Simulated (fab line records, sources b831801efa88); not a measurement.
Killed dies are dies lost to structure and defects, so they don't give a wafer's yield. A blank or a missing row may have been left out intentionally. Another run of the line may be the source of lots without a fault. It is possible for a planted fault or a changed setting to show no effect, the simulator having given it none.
Which tool is to blame? + flow sky130 + 7 lots, 21 wafers sampled, at 1 step of a route of 708

== WHAT THE GAUGES READ, wafer by wafer ==
SKY_SD_N_TW_MEAS_12.
| lot  | measured     | on            | SD_N_TW        |
|------|--------------|---------------|----------------|
| L197 | day 27 17:33 | film-metro-02 | 4011 4016 4022 |
| L199 | day 30 00:43 | film-metro-01 | 4009 4003 4004 |
| L204 | day 31 07:55 | film-metro-04 | 4077 4069 4074 |
| L205 | day 31 14:04 | film-metro-02 | 3984 3990 3996 |
| L213 | day 33 11:53 | film-metro-04 | 4055 4048 4042 |
| L215 | day 34 01:41 | film-metro-02 | 4051 4035 4027 |
| L219 | day 35 09:19 | film-metro-02 | 4029 4032 4046 |

== WHICH TOOL RAN EACH LOT (tool, then ch and the chambers of the sampled wafers, then the start) ==
There is no process step in the record ahead of these readings.

== THE ANSWER, worked out from the rows above alone ==
Rule: what is usual is taken from the lots themselves. The widest of any qualifying gaps counts: lots, ordered by their means at a reading, are off when they make up no more than a third of the lots, leave a main group of 4 or more, and stand apart from it by 3 or more times the standard deviation of that group's means. The tables above print the reading to a certain number of digits; a main group whose means all agree to those digits is not used. Also off: a lot with no number at a reading for which 4 or more lots have one. Where the step has rows for the other lots, those lots are counted as sound.
Nothing can be told from this: no lot is off at any reading shown.

== WHAT HAD BEEN PUT IN BY THE SIMULATOR ==
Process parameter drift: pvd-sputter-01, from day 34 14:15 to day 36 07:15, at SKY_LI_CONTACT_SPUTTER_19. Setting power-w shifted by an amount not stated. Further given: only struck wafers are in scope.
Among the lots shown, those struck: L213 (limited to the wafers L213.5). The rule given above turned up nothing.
